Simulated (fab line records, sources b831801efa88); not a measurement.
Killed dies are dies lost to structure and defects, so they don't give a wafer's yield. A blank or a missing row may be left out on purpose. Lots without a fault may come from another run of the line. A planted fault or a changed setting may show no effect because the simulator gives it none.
A struck lot beside a sound one | flow sky130 | 15 steps out of a route of 708
Sound: wafers L349.1, L349.2, L349.5. Struck: wafers L367.1, L367.3, L367.5. The cause comes at the end.
At each step with rows: each side's tool, then ch and its chambers, then its first start. Under that, the readings that differ: sound wafers | struck wafers | difference of the means | sigmas: that difference in standard deviations of wafers without a fault.
alike: readings whose means differ by less than 2 such deviations, and words and numbers that are the same on both sides. not compared: withheld readings, readings that some wafer has no value for, bounds like >300 that may hide the same value, and numbers for which the record gives no deviation and whose values overlap.
The two part at a step that has a row with sigmas, a row that says differs or no value, or rows on one side only. Numbers that don't overlap but have no deviation are shown without sigmas and don't part them. A reading that every wafer of one side lacks parts them only if that side has two wafers or more.

first, 3 steps without rows for these wafers: SKY_SONOS_ONO_WET_ETCH_18 (etches Si3N4 in H3PO4, target depth 15 nm, time 172 s); SKY_GATE_OXIDE_CLEAN_00 (cleans in SC1/SC2, time 150 s); SKY_GATE_OXIDE_OXIDATION_01 (stabilise 600 s, purge 300 s, target thk 10.268 nm).
SKY_GATE_OXIDE_THK_MEAS_02:
  sound on film_metro-01, day 13 06:43; struck on film_metro-02, day 18 20:43
  alike: GATE_OXIDE_OXIDATION_00_THK
then, 7 steps without rows for these wafers: SKY_GATE_OXIDE_DEHYDRATE_03 (time 60 s); SKY_GATE_OXIDE_HMDS_04 (prime time 60 s); SKY_GATE_OXIDE_COAT_05 (resist thk 1140 nm); SKY_GATE_OXIDE_SOFTBAKE_06 (time 60 s); SKY_GATE_OXIDE_EXPOSE_07 (exposes mask LVOM, target cd 600 nm); SKY_GATE_OXIDE_PEB_08; SKY_GATE_OXIDE_DEVELOP_09 (develop time 60 s).
SKY_GATE_OXIDE_OVL_MEAS_10:
  sound on overlay-02, day 14 08:19; struck on overlay-01, day 20 03:48
  alike: GATE_OXIDE_OVL
SKY_GATE_OXIDE_IMPLANT_11:
  sound on implanter-03 ch 0, day 14 08:21; struck on implanter-04 ch 0, day 20 03:50
  reading       | sound                     | struck                       | difference | sigmas
  dose_ions_cm2 | 2.6e+12 2.602e+12 2.6e+12 | 2.655e+12 2.658e+12 2.66e+12 | +5.700e+10 | +19
then, 1 step without rows for these wafers: SKY_GATE_OXIDE_WET_ETCH_12 (etches SiO2 in dHF, target depth 16.8 nm, time 336 s).
-- the record jumps here: 30 days lie between the struck wafers' starts before and after (it left off in module GATE_OXIDE and takes up again in module PAD_OPEN, whose first step shown is number 708 of the route) --
SKY_PAD_OPEN_PROBE_99:
  sound on prober-02, day 46 08:40; struck on prober-01, day 50 05:09
  reading                                   | sound                   | struck                  | difference | sigmas
  killed_at_M0_to_M3                        | 33 28 40                | 40 58 47                | +15        | +2
  model.etest.pfet_01v8_lvt.off_log10_a_um  | -8.874 -8.873 -8.72     | -8.567 -8.677 -8.335    | +0.296     |
  model.etest.pfet_01v8_lvt.vt_sat_v (V)    | -0.4525 -0.4473 -0.4446 | -0.4142 -0.4063 -0.4027 | +0.0404    |
  model.etest.pfet_01v8_lvt.vt_v (V)        | -0.5434 -0.54 -0.5414   | -0.5085 -0.5022 -0.5001 | +0.0380    |
  model.etest.pfet_01v8_lvt.vt_long_v (V)   | -0.6594 -0.6572 -0.6586 | -0.6263 -0.6262 -0.6228 | +0.0333    |
  model.etest.pfet_01v8_lvt.body_rise_v (V) | -0.1973 -0.1971 -0.197  | -0.2052 -0.2084 -0.2104 | -0.0109    |
  alike: killed_at_M4_up, killed_at_contacts, killed_at_front_end, killed_at_other, killed_dies, killed_open, killed_short

WHERE THEY PART
First at SKY_GATE_OXIDE_IMPLANT_11; last, within this record, at SKY_PAD_OPEN_PROBE_99.

WHY: what the simulator had put in
Process parameter drift: implanter-04, from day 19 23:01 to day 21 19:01, at SKY_GATE_OXIDE_IMPLANT_11. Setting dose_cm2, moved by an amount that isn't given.
